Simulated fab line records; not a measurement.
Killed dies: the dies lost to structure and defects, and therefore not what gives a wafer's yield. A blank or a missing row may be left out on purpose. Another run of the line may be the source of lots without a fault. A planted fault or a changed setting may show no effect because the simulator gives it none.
Code-filled problem report in 8D (eight disciplines) form -- flow sky130 -- the parts of the form that need people (team, actions taken, sign-off) are left out

## 1. THE ISSUE
At SKY_VT_ADJUST_PCH_COAT_02, spinSpeedRpm averages 2735.9 rpm over 6 wafers from 2 lots, while fault-free wafers read 2000.0 rpm, standard deviation 1.4. So: +99 or more standard deviations from the usual mean.
The step: resist thk 3000 nm.
Earliest sighting: wafer L218.3 on lithoTrack-02 at day 12 04:38. At this step, 39 wafers from 13 lots have a number in the record. Rule for "out" (also "out of limits"): further than 4 standard deviations from the usual mean. All remaining wafers that have a number are taken as sound.

## 2. WHAT THIS IS AND IS NOT
question,is,is not
which readings at this step,spinSpeedRpm,-
which lots,"L218, L219","L212, L214, L215, L217, L226, L227, L228, L229, L231, L232, L233"
which wafers of those lots,all that have a number,-
read on which tools,lithoTrack-02,"lithoTrack-01, lithoTrack-03"
when,from day 12 04:38,"up to then (12 sound wafers); but 21 sound wafers of L226, L227, L228, L229, L231, L232, L233 came after"

## 3. THE SUSPECTS, EACH WITH WHAT RULES IT OUT
Counting: a tool stays on the suspect list if, at a process step up to the reading, it processed all lots that are out and no sound lot following the first of them.
- lithoTrack-02 at SKY_VT_ADJUST_PCH_COAT_02 (resist thk 3000 nm): ruled out as a lasting fault. The sound lots L228, L232 went through it after L218, its earliest lot that is out (day 12 04:38).
Left after counting: nothing in the record.

## 4. THE CAUSE (what the simulator had put in)
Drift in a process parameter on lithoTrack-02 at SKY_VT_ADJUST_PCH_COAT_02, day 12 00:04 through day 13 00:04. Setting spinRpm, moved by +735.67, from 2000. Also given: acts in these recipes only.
Counting ruled it out, wrongly.

## 5. THE CHAIN OF EFFECTS, in route order
One row per reading whose mean, taken over the struck wafers that have a number, lies over 3 standard deviations from the usual. Readings are gone through only where the record gives a usual standard deviation; hours: the median, over the lots, of the time from a lot's start at the first step in this table giving one to that lot's start at this step; sigmas: the change measured in usual standard deviations.
hours,step,reading,usual,on struck wafers,change,sigmas
0,SKY_VT_ADJUST_PCH_COAT_02,spinSpeedRpm,2000.0 rpm,2735.9,+735.9,+99 or more
13,SKY_VT_ADJUST_PCH_STRIP_09,stripTimeToEndpointS,36.98 s,31.97,-5.01,-52
The process steps in it:
- SKY_VT_ADJUST_PCH_COAT_02: resist thk 3000 nm.
- SKY_VT_ADJUST_PCH_STRIP_09: strips in O2/N2.
At these later measuring or inspecting steps, every struck wafer for which the step has a row has a number for every such reading, and none has moved that far: SKY_POLY_GATE_THK_MEAS_04, SKY_SD_N_CD_MEAS_07.

## 6. WHAT WOULD HAVE CAUGHT IT SOONER
First out-of-limits reading in this record: day 12 04:38, which is 5 hours after fault onset at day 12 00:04.
